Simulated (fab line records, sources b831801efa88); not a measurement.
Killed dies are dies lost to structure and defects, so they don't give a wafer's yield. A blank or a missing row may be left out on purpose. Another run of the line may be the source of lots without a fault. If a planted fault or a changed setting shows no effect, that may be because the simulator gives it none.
Matching of chambers / flow gf180mcu / GF_V1_CMP_26 on cmp-01 has 4 sister chambers
The step polishes, stops on SiO2, t overpolish 15 s, target thk 0 nm. 4 wafers are shown with their chamber, then 9 later ones without.

== WAFERS WITH THEIR CHAMBER ==
wafer=L077.4; chamber=1; motorCurrentA (A)=12.7
wafer=L081.2; chamber=2; motorCurrentA (A)=11.8
wafer=L085.4; chamber=0; motorCurrentA (A)=10.9
wafer=L085.5; chamber=3; motorCurrentA (A)=11.1

== WAFERS WITH NO CHAMBER GIVEN ==
wafer=L091.1; motorCurrentA (A)=10.3
wafer=L091.2; motorCurrentA (A)=11.1
wafer=L091.3; motorCurrentA (A)=12.5
wafer=L095.1; motorCurrentA (A)=11.5
wafer=L095.2; motorCurrentA (A)=13.2
wafer=L095.5; motorCurrentA (A)=11.9
wafer=L096.2; motorCurrentA (A)=11.3
wafer=L096.5; motorCurrentA (A)=12.4
wafer=L096.6; motorCurrentA (A)=10.5

== EACH ONE'S CHAMBER ==
wafer=L091.1; from the rows above=can't be placed: 0 or 3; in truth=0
wafer=L091.2; from the rows above=can't be placed: 3 or 0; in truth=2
wafer=L091.3; from the rows above=can't be placed: 1 or 2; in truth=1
wafer=L095.1; from the rows above=can't be placed: 2 or 3 or 0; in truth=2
wafer=L095.2; from the rows above=1; in truth=1
wafer=L095.5; from the rows above=2; in truth=2
wafer=L096.2; from the rows above=can't be placed: 3 or 0 or 2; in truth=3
wafer=L096.5; from the rows above=can't be placed: 1 or 2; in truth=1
wafer=L096.6; from the rows above=can't be placed: 0 or 3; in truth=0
Placed correctly: 2 of 9. Not placeable from these rows: 7 (in 6, the candidates include the true chamber). Number placed wrongly: 0.
How it was worked out, from the rows above alone: a wafer's distance from a chamber is the root of the sum, over the readings, of the square of ((its reading less the chamber's mean) divided by the reading's scatter). If the next closest chamber is less than 2 further off than the closest, the wafer can't be placed; otherwise it belongs to the closest. The mean given for a chamber averages the wafers shown for that chamber. The scatter: root of mean squared gap, hidden wafer to nearest shown wafer, with one shown wafer a chamber.
